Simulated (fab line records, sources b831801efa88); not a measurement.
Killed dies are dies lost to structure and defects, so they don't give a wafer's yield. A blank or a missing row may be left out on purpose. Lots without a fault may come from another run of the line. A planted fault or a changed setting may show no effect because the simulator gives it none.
Chamber matching | flow sky130 | SKY_VIA3_CMP_02 on cmp-02: 4 sister chambers
The step polishes SiO2. 8 wafers are shown with their chamber, then 12 later ones without.

WAFERS WITH THEIR CHAMBER
wafer  | chamber | motor_current_A (A) | platen_rpm (rpm)
L086.6 | 3       | 12.6                | 59.94
L088.6 | 3       | 12.9                | 60.04
L089.1 | 0       | 13.6                | 60.03
L089.2 | 2       | 11.8                | 59.97
L089.5 | 1       | 12.3                | 60.00
L090.2 | 2       | 12.5                | 60.01
L090.3 | 0       | 13.5                | 60.03
L090.4 | 1       | 11.3                | 59.99

WAFERS WITHOUT THEIR CHAMBER
wafer  | motor_current_A (A) | platen_rpm (rpm)
L091.1 | 12.3                | 60.12
L091.3 | 11.6                | 60.07
L091.6 | 11.7                | 60.00
L094.2 | 13.5                | 59.95
L094.5 | 12.3                | 59.96
L094.6 | 12.3                | 59.96
L095.2 | 11.0                | 59.96
L095.3 | 11.0                | 60.01
L095.4 | 13.1                | 60.01
L096.3 | 13.7                | 59.99
L096.4 | 11.1                | 60.05
L096.5 | 11.1                | 59.93

WHICH CHAMBER EACH WENT THROUGH
wafer  | from the rows above               | in truth
L091.1 | can't be placed: 2 or 1 or 3 or 0 | 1
L091.3 | can't be placed: 1 or 2 or 3      | 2
L091.6 | can't be placed: 1 or 2           | 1
L094.2 | can't be placed: 3 or 0 or 2      | 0
L094.5 | can't be placed: 2 or 3 or 1      | 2
L094.6 | can't be placed: 2 or 3 or 1      | 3
L095.2 | can't be placed: 1 or 2 or 3      | 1
L095.3 | can't be placed: 1 or 2           | 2
L095.4 | can't be placed: 3 or 0 or 2 or 1 | 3
L096.3 | can't be placed: 0 or 3           | 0
L096.4 | can't be placed: 1 or 2 or 3      | 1
L096.5 | can't be placed: 1 or 2 or 3      | 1
Placed correctly: 0 of 12. Can't be placed from these rows: 12 (the true chamber is among the candidates in 12). Placed wrongly: 0.
How it was worked out, from the rows above alone: a wafer's distance from a chamber is the root of the sum, over the readings, of the square of ((its reading less the chamber's mean) divided by the reading's scatter). The wafer belongs to the nearest chamber; if the next one is less than 2 further off, it can't be placed. A chamber's mean is the mean of its shown wafers. The scatter: the root of (the sum of the squares of (reading less its chamber's mean) over the shown wafers, divided by (wafers less chambers)).
